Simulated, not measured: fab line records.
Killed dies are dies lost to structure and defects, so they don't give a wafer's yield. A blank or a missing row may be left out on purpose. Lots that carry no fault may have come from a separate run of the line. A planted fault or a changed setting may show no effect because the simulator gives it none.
The same fault as seen by 2 desks + flow gf180mcu + every desk sees just its own numbers, and what lay behind them comes last

AT THE METROLOGY DESK
What the gauges read, lot by lot, whatever tool the lot ran on: means of the sampled wafers that have a number. Any lot whose mean is over 4 standard deviations away from the usual mean is out of limits and marked OUT; that distance is given in the brackets.
Columns: A = STI_OXIDATION_01_THK at GF_STI_THK_MEAS_22, usual 14.93 nm; B = VT_IMPLANT_01_OVL at GF_VT_IMPLANT_OVL_MEAS_18, usual 1.0 nm; C = HV_LDD_4_TW at GF_HV_LDD_TW_MEAS_50, usual 564
| lot  | first seen here | A     | B    | C   |
|------|-----------------|-------|------|-----|
| L951 | day 2 03:04     | 15.60 | -0.3 | 561 |
| L952 | day 2 10:36     | 15.42 | 2.4  | 558 |
| L954 | day 2 19:22     | 15.16 | -1.0 | 567 |
| L955 | day 3 00:13     | 14.81 | 1.4  | 566 |
| L956 | day 3 07:05     | 14.91 | -0.1 | 559 |
| L957 | day 3 12:27     | 14.84 | 0.2  | 563 |
| L958 | day 3 16:28     | 14.87 | 2.1  | 561 |
| L959 | day 3 23:43     | 14.94 | -0.4 | 566 |
| L960 | day 4 03:18     | 14.75 | 1.0  | 564 |
| L961 | day 4 06:54     | 14.77 | 1.3  | 564 |
| L962 | day 4 16:04     | 14.89 | 0.7  | 560 |
| L968 | day 5 18:28     | 14.95 | 0.4  | 560 |
| L969 | day 6 02:54     | 14.65 | 1.5  | 565 |
| L973 | day 6 21:20     | 14.54 | 0.9  | 568 |
This desk found nothing out of limits on any of the 14 lots.

DESK OF THE TOOL OWNER: rie-si-01
The tool's own readings at GF_POLY_GATE_ETCH_13 (etches poly-Si in HBr/Cl2, stops on SiO2, target depth 198.5 nm, time 69.6 s): means of the sampled wafers that have a number, for each lot that ran on this tool. Any lot whose mean is over 4 standard deviations away from the usual mean is out of limits and marked OUT; that distance is given in the brackets.
Columns: A = drypump-motor-current-A at GF_POLY_GATE_ETCH_13, usual 5.9 A; B = oes-product-au at GF_POLY_GATE_ETCH_13, usual 0.987 a.u.; C = rf-fwd-power-W at GF_POLY_GATE_ETCH_13, usual 397.0 W; D = throttle-valve-pct at GF_POLY_GATE_ETCH_13, usual 33.685 %
| lot  | first seen here | A   | B                | C               | D      |
|------|-----------------|-----|------------------|-----------------|--------|
| L951 | day 8 23:04     | 5.5 | 0.986            | 397.3           | 33.682 |
| L952 | day 9 06:14     | 6.4 | 0.977            | 397.4           | 33.672 |
| L954 | day 9 20:59     | 6.4 | 0.989            | 397.3           | 33.689 |
| L956 | day 10 17:10    | 6.4 | 0.986            | 397.0           | 33.675 |
| L962 | day 12 11:46    | 5.5 | 0.991            | 399.2           | 33.693 |
| L968 | day 14 06:07    | 5.9 | 0.942 (-6.8) OUT | 332.4 (-43) OUT | 33.697 |
| L969 | day 14 19:01    | 5.5 | 0.941 (-6.9) OUT | 332.2 (-43) OUT | 33.681 |
This desk's verdict: out of limits on L968, L969, starting with L968 at day 14 06:07 (oes-product-au at GF_POLY_GATE_ETCH_13). L951, L952, L954, L956, L962: within limits.

BROUGHT TOGETHER
The tool owner's desk had the chance to raise an alarm at day 14 06:07 on L968, L969.
The metrology desk saw nothing out of limits.
The metrology desk has L968, L969 on record, within its limits.
All the named lots went through GF_POLY_GATE_ETCH_13 on rie-si-01.

WHAT THE SIMULATOR PUT IN
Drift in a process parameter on rie-si-01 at GF_POLY_GATE_ETCH_13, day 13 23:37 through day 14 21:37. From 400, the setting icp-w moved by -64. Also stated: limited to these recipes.
Shown lots that were struck: L968, L969.
Time in hours from fault onset to the first out-of-limits reading at each desk: the tool owner's desk, 6.
